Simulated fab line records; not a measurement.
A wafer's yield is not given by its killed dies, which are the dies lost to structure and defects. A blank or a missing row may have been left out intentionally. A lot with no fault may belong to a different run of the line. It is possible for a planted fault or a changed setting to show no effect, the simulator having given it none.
Which tool did it? + flow gf180mcu + 7 lots, 21 wafers sampled, at 3 steps of a route of 602

== WHAT THE GAUGES READ, wafer by wafer ==
GF_M5_CD_MEAS_07 targets a cd of 280 nm.
| lot  | measured     | on       | cdNm (nm)         |
|------|--------------|----------|-------------------|
| L626 | day 26 21:17 | cdSem-01 | 279.4 279.4 279.0 |
| L632 | day 28 21:11 | cdSem-01 | 280.1 280.7 280.4 |
| L638 | day 30 13:52 | cdSem-02 | 280.0 278.8 279.1 |
| L641 | day 31 06:33 | cdSem-01 | 280.3 279.2 279.6 |
| L643 | day 31 21:05 | cdSem-01 | 280.8 281.1 279.9 |
| L645 | day 32 07:46 | cdSem-01 | 279.2 281.1 281.0 |
| L647 | day 32 23:38 | cdSem-01 | 279.1 278.3 278.7 |

== EACH LOT AND THE TOOL THAT RAN IT (in order: tool; ch and the chambers of the sampled wafers; start) ==
| lot  | GF_SALICIDE_CLEAN_00           | GF_MIM_SPUTTER_08           |
|------|--------------------------------|-----------------------------|
| L626 | wetBench-02 ch 2, day 15 17:38 | pvdSputter-03, day 25 03:03 |
| L632 | wetBench-03 ch 1, day 18 00:44 | pvdSputter-03, day 27 04:51 |
| L638 | wetBench-04 ch 0, day 20 05:10 | pvdSputter-03, day 29 00:24 |
| L641 | wetBench-03 ch 0, day 21 05:37 | pvdSputter-02, day 29 18:01 |
| L643 | wetBench-04 ch 0, day 21 23:38 | pvdSputter-02, day 30 09:03 |
| L645 | wetBench-03 ch 1, day 22 12:53 | pvdSputter-04, day 30 21:12 |
| L647 | wetBench-02 ch 1, day 23 08:29 | pvdSputter-03, day 31 14:02 |
- GF_SALICIDE_CLEAN_00: cleans in SC1/SC2, time 150 s.
- GF_MIM_SPUTTER_08: material AlCu, target thk 200 nm, time 10.6 s.

== THE ANSWER, worked out from the rows above alone ==
Rule: the usual values come from the lots themselves. The widest of any qualifying gaps counts: lots, ordered by their means at a reading, are off when they make up no more than a third of the lots, leave a main group of 4 or more, and stand apart from it by 3 or more times the standard deviation of that group's means. The tables above print the reading to a certain number of digits; a main group whose means all agree to those digits is not used. Also off: a lot with no number at a reading for which 4 or more lots have one. The other lots that the step has rows for count as sound.
Nothing can be told from this: no lot is off at any reading shown.

== WHAT THE SIMULATOR HAD PUT IN ==
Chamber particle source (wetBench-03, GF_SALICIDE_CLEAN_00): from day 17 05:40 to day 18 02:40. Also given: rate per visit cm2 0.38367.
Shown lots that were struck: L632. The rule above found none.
